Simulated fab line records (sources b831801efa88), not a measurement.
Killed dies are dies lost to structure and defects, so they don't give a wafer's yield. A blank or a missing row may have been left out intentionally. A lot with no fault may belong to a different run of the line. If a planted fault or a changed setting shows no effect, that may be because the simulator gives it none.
Which of the tools did it? | flow sky130 | Sampling: 13 lots, 39 wafers, 5 of 708 route steps

WHAT THE GAUGES READ, wafer by wafer
SKY_NWELL_RS_MEAS_31: a four-point-probe measurement. Usual: PWDE_RS gives 5276 ohm/sq (standard deviation 15).
lot  | measured     | on            | PWDE_RS (ohm/sq) | flag
L172 | day 5 22:16  | film metro-01 | 5276 5266 5262   |
L173 | day 6 05:52  | film metro-04 | 5263 5269 5269   |
L177 | day 7 02:59  | film metro-04 | 5272 5259 5248   |
L178 | day 7 09:08  | film metro-01 | 5275 5284 5282   |
L180 | day 7 18:16  | film metro-02 | 5282 5295 5292   |
L181 | day 8 01:17  | film metro-02 | 5279 5276 5286   |
L182 | day 8 05:35  | film metro-02 | 5285 5272 5284   |
L183 | day 8 17:46  | film metro-04 | 5250 5256 5252   |
L184 | day 8 20:10  | film metro-04 | 5267 5263 5270   |
L185 | day 9 04:25  | film metro-04 | 5259 5261 5275   |
L190 | day 10 06:10 | film metro-01 | 5292 5296 5286   |
L193 | day 11 05:16 | film metro-01 | 5387 5384 5390   | OFF
L194 | day 11 09:42 | film metro-04 | 5387 5378 5381   | OFF

SKY_VT_ADJUST_LVTN_OVL_MEAS_18. Usual: VT_ADJUST_LVTN_01_OVL gives 0.2 nm (standard deviation 1.4).
lot  | measured     | on         | VT_ADJUST_LVTN_01_OVL (nm) | flag
L172 | day 8 10:18  | overlay-02 | 2.1 1.4 1.9                |
L173 | day 8 19:06  | overlay-02 | -0.4 -0.1 0.2              |
L177 | day 9 18:54  | overlay-01 | 1.9 1.8 2.9                |
L178 | day 10 03:29 | overlay-01 | 0.7 0.2 1.3                |
L180 | day 10 12:47 | overlay-02 | -0.8 1.7 1.4               |
L181 | day 10 20:21 | overlay-02 | 1.6 1.4 1.2                |
L182 | day 11 01:37 | overlay-02 | -1.6 -0.8 -1.7             |
L183 | day 11 15:14 | overlay-01 | -2.8 -3.7 -3.4             |
L184 | day 11 17:10 | overlay-01 | 0.7 1.1 2.4                |
L185 | day 12 02:23 | overlay-02 | -0.5 -0.7 -0.6             |
L190 | day 13 07:15 | overlay-01 | -0.3 -1.0 1.5              |
L193 | day 14 08:45 | overlay-02 | -2.9 -2.9 -1.4             |
L194 | day 14 13:10 | overlay-02 | 0.3 1.4 1.0                |

SKY_VT_ADJUST_HVTR_CD_MEAS_07: target cd 380 nm. Usual: cd nm reads 380.1 nm (standard deviation 2.1).
lot  | measured     | on        | cd nm (nm)        | flag
L172 | day 10 07:45 | cd sem-01 | 380.4 377.6 377.9 |
L173 | day 10 16:39 | cd sem-01 | 381.6 381.5 382.4 |
L177 | day 11 16:51 | cd sem-01 | 378.4 380.0 381.3 |
L178 | day 12 01:44 | cd sem-02 | 378.3 379.4 378.1 |
L180 | day 12 11:27 | cd sem-02 | 383.2 381.2 379.7 |
L181 | day 12 20:18 | cd sem-02 | 379.2 381.2 380.7 |
L182 | day 13 01:13 | cd sem-01 | 377.8 378.7 380.2 |
L183 | day 13 17:23 | cd sem-02 | 382.0 380.9 383.4 |
L184 | day 13 20:10 | cd sem-02 | 381.2 381.3 379.2 |
L185 | day 14 04:11 | cd sem-01 | 378.2 376.3 380.5 |
L190 | day 15 13:40 | cd sem-01 | 382.1 383.6 386.1 |
L193 | day 16 17:40 | cd sem-01 | 380.8 378.9 379.9 |
L194 | day 16 21:55 | cd sem-01 | 382.9 384.5 383.1 |

SKY_SONOS_TUNNEL_TW_MEAS_12. Usual: SONOS_TUNNEL_TW gives 197.2 (standard deviation 2.1).
lot  | measured     | on            | SONOS_TUNNEL_TW   | flag
L172 | day 12 07:36 | film metro-03 | 194.5 194.5 195.3 |
L173 | day 12 17:46 | film metro-03 | 193.8 194.2 194.6 |
L177 | day 13 20:39 | film metro-03 | 194.7 194.7 193.7 |
L178 | day 14 04:01 | film metro-04 | 197.1 198.2 197.4 |
L180 | day 14 15:08 | film metro-01 | 198.1 197.6 198.2 |
L181 | day 15 00:34 | film metro-01 | 198.3 197.5 198.5 |
L182 | day 15 06:33 | film metro-04 | 200.3 200.2 200.2 |
L183 | day 16 00:52 | film metro-04 | 199.1 197.8 200.3 |
L184 | day 16 04:17 | film metro-01 | 198.7 199.2 199.2 |
L185 | day 16 12:17 | film metro-04 | 198.9 199.1 197.2 |
L190 | day 18 01:06 | film metro-03 | 195.8 194.7 194.2 |
L193 | day 19 07:26 | film metro-01 | 199.0 199.6 199.4 |
L194 | day 19 11:59 | film metro-03 | 195.0 194.5 196.0 |

WHICH TOOL RAN EACH LOT (tool, then ch and the chambers of the sampled wafers, then the start)
lot  | SKY_PWDE_IMPLANT_08
L172 | implanter-02 ch 0, day 4 08:25
L173 | implanter-02 ch 0, day 4 15:37
L177 | implanter-02 ch 0, day 5 10:53
L178 | implanter-01 ch 0, day 5 16:41
L180 | implanter-02 ch 0, day 6 01:22
L181 | implanter-04 ch 0, day 6 07:40
L182 | implanter-01 ch 0, day 6 12:04
L183 | implanter-02 ch 0, day 6 23:32
L184 | implanter-01 ch 0, day 7 01:49
L185 | implanter-04 ch 0, day 7 08:11
L190 | implanter-02 ch 0, day 8 06:50
L193 | implanter-02 ch 0, day 9 06:02
L194 | implanter-02 ch 0, day 9 10:40
- SKY_PWDE_IMPLANT_08

WHAT THE TOOLS THEMSELVES READ (means of the sampled wafers that have a number; where no wafer has one, the mark that the record gives instead)
SKY_PWDE_IMPLANT_08. Usual: dose ions cm2 3.6e+12, standard deviation 4e+09; faraday current uA 20.4, standard deviation 0.39.
lot  | tool         | dose ions cm2 | faraday current uA | flag
L172 | implanter-02 | 3.6e+12       | 20.5               |
L173 | implanter-02 | 3.6e+12       | 20.8               |
L177 | implanter-02 | 3.6e+12       | 20.5               |
L178 | implanter-01 | 3.6e+12       | 20.2               |
L180 | implanter-02 | 3.6e+12       | 20.2               |
L181 | implanter-04 | 3.6e+12       | 20.3               |
L182 | implanter-01 | 3.6e+12       | 20.4               |
L183 | implanter-02 | 3.6e+12       | 20.6               |
L184 | implanter-01 | 3.6e+12       | 20.3               |
L185 | implanter-04 | 3.6e+12       | 20.6               |
L190 | implanter-02 | 3.6e+12       | 20.3               |
L193 | implanter-02 | 3.5e+12       | 19.7               | OFF
L194 | implanter-02 | 3.5e+12       | 20.2               | OFF

THE ANSWER, worked out from the rows above alone
Rule: a lot counts as off when the mean over its wafers that have a number is more than 3 standard deviations away from the usual mean. Also off: a lot with no number at a reading for which 4 or more lots have one. Where the step has rows for the other lots, those lots are counted as sound. The gauges are gone through in route order, then the tools' own readings, and for those a lot's mean is taken as printed above. The first step at which some lot is off is used, and at that step the reading that is off furthest; a lot without a number counts as furthest.
Off: at SKY_NWELL_RS_MEAS_31 (PWDE_RS), L193, L194.
If a tool, at a process step before that reading, ran all the lots that are off and no sound lot after the first of them, it fits. Not tried: the gauges at SKY_NWELL_RS_MEAS_31; whatever is off there is also off at SKY_PWDE_IMPLANT_08, on other tools, and gauge error can't account for it. One fits: SKY_PWDE_IMPLANT_08 on implanter-02. Its last sound lot is L190 (day 8 06:50), its first lot that is off L193 (day 9 06:02): a fault that began between those two fits.
On the lots that are off, the tool's own readings at SKY_PWDE_IMPLANT_08 differ by more than 5 times the standard deviation of the sound lots' means, which bears it out; dose ions cm2 reads 3.5e+12 there versus 3.6e+12 on the sound lots.

WHAT HAD BEEN PUT IN BY THE SIMULATOR
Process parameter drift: implanter-02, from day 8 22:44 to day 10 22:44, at SKY_PWDE_IMPLANT_08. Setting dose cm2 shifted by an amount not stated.
Shown lots that were struck: L193, L194. The same result came from the rule above.
